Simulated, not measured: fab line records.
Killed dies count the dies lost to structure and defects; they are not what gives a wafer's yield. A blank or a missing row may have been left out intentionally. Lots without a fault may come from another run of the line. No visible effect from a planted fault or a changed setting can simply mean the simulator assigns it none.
2 desks looking at one fault | flow gf180mcu | each desk holds nothing but its own numbers, with what lay behind them at the end

FROM THE METROLOGY DESK
What the gauges read, lot by lot, whatever tool the lot ran on: means of the sampled wafers that have a number. Any lot whose mean is over 4 standard deviations away from the usual mean is out of limits and marked OUT; that distance is given in the brackets.
Columns: A = cd nm at GF_PSD_CD_MEAS_07, usual 399.9 nm; B = cd nm at GF_SAB_CD_MEAS_09, usual 420.6 nm; C = SALICIDE_TIN_THK at GF_SALICIDE_THK_MEAS_05, usual 19.92 nm
lot  | first seen here | A     | B     | C
L874 | day 14 06:32    | 395.8 | 418.6 | 19.99
L876 | day 15 23:02    | 402.1 | 420.2 | 20.26
L878 | day 16 00:06    | 403.3 | 425.7 | 19.76
L877 | day 16 02:00    | 402.6 | 421.3 | 19.46
L879 | day 16 08:04    | 398.5 | 421.7 | 19.84
L883 | day 18 03:00    | 402.8 | 419.0 | 20.06
L884 | day 18 08:33    | 397.3 | 422.2 | 20.11
L887 | day 19 14:10    | 398.6 | 421.2 | 20.30
L888 | day 19 16:16    | 402.0 | 417.5 | 20.61
L893 | day 21 10:19    | 397.7 | 420.4 | 19.20
L894 | day 21 13:58    | 396.8 | 418.7 | 19.91
L895 | day 21 22:15    | 403.9 | 416.7 | 19.93
L896 | day 22 07:49    | 393.4 | 423.5 | 19.50
This desk's verdict: no lot among the 13 shows anything out of limits.

DESK OF THE TOOL OWNER: pvd sputter-01
The tool's own readings at GF_SALICIDE_SPUTTER_03 (material TiN, target thk 20 nm, time 16.7 s): means of the sampled wafers that have a number, for each lot that ran on this tool. Any lot whose mean is over 4 standard deviations away from the usual mean is out of limits and marked OUT; that distance is given in the brackets.
Columns: A = cathode dc power W at GF_SALICIDE_SPUTTER_03, usual 6499.9 W; B = throttle valve pct at GF_SALICIDE_SPUTTER_03, usual 29.9 %
lot  | first seen here | A      | B
L874 | day 15 06:37    | 6501.8 | 29.8
L876 | day 16 22:33    | 6499.5 | 29.7
L879 | day 17 07:03    | 6500.3 | 29.9
L883 | day 19 03:09    | 6500.6 | 29.6
L887 | day 20 14:56    | 6500.7 | 29.8
L888 | day 20 17:16    | 6499.8 | 29.7
L893 | day 22 11:20    | 6500.7 | 30.1
This desk's verdict: no lot among the 7 shows anything out of limits.

PUT TOGETHER
At the metrology desk, nothing out of limits was observed.
The tool owner's desk saw nothing out of limits.

WHAT THE SIMULATOR PUT IN
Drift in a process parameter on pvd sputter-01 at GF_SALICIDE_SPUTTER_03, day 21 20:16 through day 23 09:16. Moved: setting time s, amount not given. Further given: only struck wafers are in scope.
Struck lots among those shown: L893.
